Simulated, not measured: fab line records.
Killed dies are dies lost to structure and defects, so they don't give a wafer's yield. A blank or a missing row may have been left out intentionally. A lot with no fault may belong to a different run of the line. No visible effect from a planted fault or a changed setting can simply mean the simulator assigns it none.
2 desks looking at one fault -- flow sky130 -- numbers are kept per desk, each desk with only its own; the story behind them comes last

## TOOL OWNER'S DESK, pvd-sputter-04
At SKY_VIA1_SPUTTER_20 (material TiN, target thk 20 nm, time 80 s) the tool's own readings: per lot run on this tool, the mean of the sampled wafers that have a number. Any lot whose mean is over 4 standard deviations away from the usual mean is out of limits and marked OUT; that distance is given in the brackets.
Columns: A = chamber-pressure-pa at SKY_VIA1_SPUTTER_20, usual 4.999 Pa; B = throttle-valve-pct at SKY_VIA1_SPUTTER_20, usual 29.8 %
lot,first seen here,A,B
L220,day 35 00:14,5.270 (+28) OUT,29.5
L232,day 39 11:56,5.003,29.2
Finding of this desk: L220 out of limits; the first was L220 at day 35 00:14, on chamber-pressure-pa at SKY_VIA1_SPUTTER_20. In limits: L232.

## AT THE METROLOGY DESK
What the gauges read for every lot (on any tool): the sampled wafers with a number, averaged. Any lot whose mean is over 4 standard deviations away from the usual mean is out of limits and marked OUT; that distance is given in the brackets.
Columns: A = cd-nm at SKY_VIA1_CD_MEAS_12, usual 149.7 nm; B = VIA1_OVL at SKY_VIA1_OVL_MEAS_13, usual 0 nm
lot,first seen here,A,B
L220,day 34 23:25,148.9,-9
L231,day 39 07:38,150.1,2
L232,day 39 11:08,151.4,-3
L237,day 39 23:49,149.1,-4
L239,day 41 00:38,147.2,6
This desk found nothing out of limits on any of the 5 lots.

## TAKEN TOGETHER
On L220, at day 35 00:14, an alarm was possible from the tool owner's desk.
At the metrology desk, nothing out of limits was observed.
The metrology desk has L220 on record, within its limits.
The lots listed all ran SKY_VIA1_SPUTTER_20 on pvd-sputter-04.

## WHAT THE SIMULATOR PUT IN
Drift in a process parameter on pvd-sputter-04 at SKY_VIA1_SPUTTER_20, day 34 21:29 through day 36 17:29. From 5, the setting chamber-pressure-pa moved by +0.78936. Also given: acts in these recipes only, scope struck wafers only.
Lots struck among those shown: L220.
How many hours passed from the start of the fault until each desk's first out-of-limits reading: the tool owner's desk, 3.
